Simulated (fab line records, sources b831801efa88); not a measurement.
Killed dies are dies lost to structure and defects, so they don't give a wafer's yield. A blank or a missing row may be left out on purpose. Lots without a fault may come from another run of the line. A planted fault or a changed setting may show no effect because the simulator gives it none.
Chamber matching | flow sfq_line | SFQ_TRILAYER_I4_CMP_CMP_100 on cmp-01: 4 sister chambers
The step polishes SiO2. 14 wafers are shown with their chamber, then 7 later ones without.

WAFERS WITH THEIR CHAMBER
wafer  | chamber | motor_current_A (A) | time_to_endpoint_s (s)
L766.3 | 2       | 9.9                 | 204
L766.2 | 0       | 9.1                 | 208
L766.6 | 1       | 8.4                 | 220
L771.4 | 0       | 9.5                 | 212
L771.1 | 2       | 9.6                 | 216
L771.5 | 0       | 9.3                 | 221
L780.2 | 3       | 11.6                | 220
L780.1 | 1       | 8.1                 | 195
L780.5 | 3       | 11.7                | 221
L782.1 | 2       | 9.5                 | 209
L782.5 | 0       | 9.6                 | 216
L782.6 | 3       | 11.1                | 226
L783.4 | 1       | 8.6                 | 215
L783.1 | 0       | 9.6                 | 205

SIGNATURES (means of the wafers above)
reading            | chamber 0 | chamber 1 | chamber 2 | chamber 3 | scatter within a chamber
motor_current_A    | 9.420     | 8.367     | 9.667     | 11.467    | 0.247
time_to_endpoint_s | 212.40    | 210.00    | 209.67    | 222.33    | 7.78
Rule: a wafer's distance from a chamber is the root of the sum, over the readings, of the square of ((its reading less the chamber's mean) divided by the reading's scatter). The wafer belongs to the nearest chamber; if the next one is less than 2 further off, it can't be placed. The scatter: the root of (the sum of the squares of (reading less its chamber's mean) over the shown wafers, divided by (wafers less chambers)).

WAFERS WITHOUT THEIR CHAMBER
wafer  | motor_current_A (A) | time_to_endpoint_s (s)
L783.6 | 10.1                | 199
L784.1 | 10.2                | 220
L784.3 | 9.8                 | 209
L784.5 | 9.4                 | 219
L787.1 | 8.8                 | 204
L787.3 | 9.5                 | 202
L787.5 | 9.2                 | 197

WHICH CHAMBER EACH WENT THROUGH
wafer  | from the rows above          | in truth
L783.6 | can't be placed: 2 or 0      | 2
L784.1 | can't be placed: 2 or 0      | 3
L784.3 | can't be placed: 2 or 0      | 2
L784.5 | can't be placed: 0 or 2      | 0
L787.1 | can't be placed: 1 or 0 or 2 | 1
L787.3 | can't be placed: 2 or 0      | 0
L787.5 | can't be placed: 0 or 2 or 1 | 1
Placed correctly: 0 of 7. Can't be placed from these rows: 7 (the true chamber is among the candidates in 6). Placed wrongly: 0.
